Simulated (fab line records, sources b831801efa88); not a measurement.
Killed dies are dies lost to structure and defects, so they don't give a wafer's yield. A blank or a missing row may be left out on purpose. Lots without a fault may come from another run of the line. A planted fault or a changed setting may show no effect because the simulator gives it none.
Tool commonality check | flow sky130 | 14 lots, 42 wafers sampled

WHY IT WAS OPENED
At SKY_DNWELL_TW_MEAS_09 the reading DNWELL_TW is flagged on 3 of 14 lots. Wafers without a fault read 1122, standard deviation 8.8.
Rule: a lot is flagged when every wafer of it that has a number lies more than 4 standard deviations from that mean, or none has a number. The other lots count as sound.

lot  | measured    | on            | DNWELL_TW, wafer by wafer | flag
L582 | day 3 19:17 | film_metro-03 | 1119 1116 1121            |
L583 | day 3 23:19 | film_metro-03 | 1122 1122 1125            |
L585 | day 4 08:18 | film_metro-03 | 1115 1116 1123            |
L586 | day 4 16:05 | film_metro-02 | 1127 1119 1129            |
L588 | day 5 01:37 | film_metro-03 | 1109 1110 1112            |
L589 | day 5 05:29 | film_metro-02 | 1138 1129 1133            |
L591 | day 5 14:16 | film_metro-02 | 1131 1123 1117            |
L592 | day 5 22:10 | film_metro-03 | 1114 1115 1118            |
L593 | day 6 02:32 | film_metro-04 | 1108 1107 1103            |
L595 | day 6 13:31 | film_metro-04 | 1399 1391 1390            | FLAGGED
L597 | day 7 03:36 | film_metro-04 | 1391 1402 1396            | FLAGGED
L599 | day 7 11:11 | film_metro-02 | 1138 1141 1142            |
L602 | day 8 11:18 | film_metro-03 | 1401 1400 1397            | FLAGGED
L603 | day 8 17:44 | film_metro-02 | 1126 1126 1127            |
The numbers of the flagged lots are 1396 on average: +274 against the usual, or +31 standard deviations.

WHICH TOOL RAN EACH LOT
The record holds 1 process step before the reading, out of a route of 708 steps. In each cell: the tool, then ch and the chambers that the sampled wafers went through, then the start.
lot  | flag    | SKY_DNWELL_IMPLANT_07
L582 |         | implanter-02 ch 0, day 3 18:53
L583 |         | implanter-04 ch 0, day 3 23:04
L585 |         | implanter-04 ch 0, day 4 08:04
L586 |         | implanter-02 ch 0, day 4 15:50
L588 |         | implanter-04 ch 0, day 5 01:25
L589 |         | implanter-02 ch 0, day 5 05:14
L591 |         | implanter-04 ch 0, day 5 14:01
L592 |         | implanter-02 ch 0, day 5 21:55
L593 |         | implanter-03 ch 0, day 6 02:19
L595 | FLAGGED | implanter-02 ch 0, day 6 12:59
L597 | FLAGGED | implanter-04 ch 0, day 7 03:02
L599 |         | implanter-04 ch 0, day 7 10:56
L602 | FLAGGED | implanter-04 ch 0, day 8 10:43
L603 |         | implanter-03 ch 0, day 8 17:31
What these steps do:
- SKY_DNWELL_IMPLANT_07
- SKY_DNWELL_TW_MEAS_09

FLAGGED OVER TOTAL, TOOL BY TOOL (the gauges that took the reading come last)
step                  | tool          | lots run | flagged | share of the flagged lots | sound lots run after its first flagged lot
SKY_DNWELL_IMPLANT_07 | implanter-02  | 5        | 1       | some                      | 0
SKY_DNWELL_IMPLANT_07 | implanter-03  | 2        | 0       | none                      | -
SKY_DNWELL_IMPLANT_07 | implanter-04  | 7        | 2       | some                      | 1 (L599)
SKY_DNWELL_TW_MEAS_09 | film_metro-02 | 5        | 0       | none                      | -
SKY_DNWELL_TW_MEAS_09 | film_metro-03 | 6        | 1       | some                      | 0
SKY_DNWELL_TW_MEAS_09 | film_metro-04 | 3        | 2       | some                      | 0

WHAT THE TABLE ALLOWS
No row of the table ran every flagged lot.

WHAT THE SIMULATOR HAD PUT IN
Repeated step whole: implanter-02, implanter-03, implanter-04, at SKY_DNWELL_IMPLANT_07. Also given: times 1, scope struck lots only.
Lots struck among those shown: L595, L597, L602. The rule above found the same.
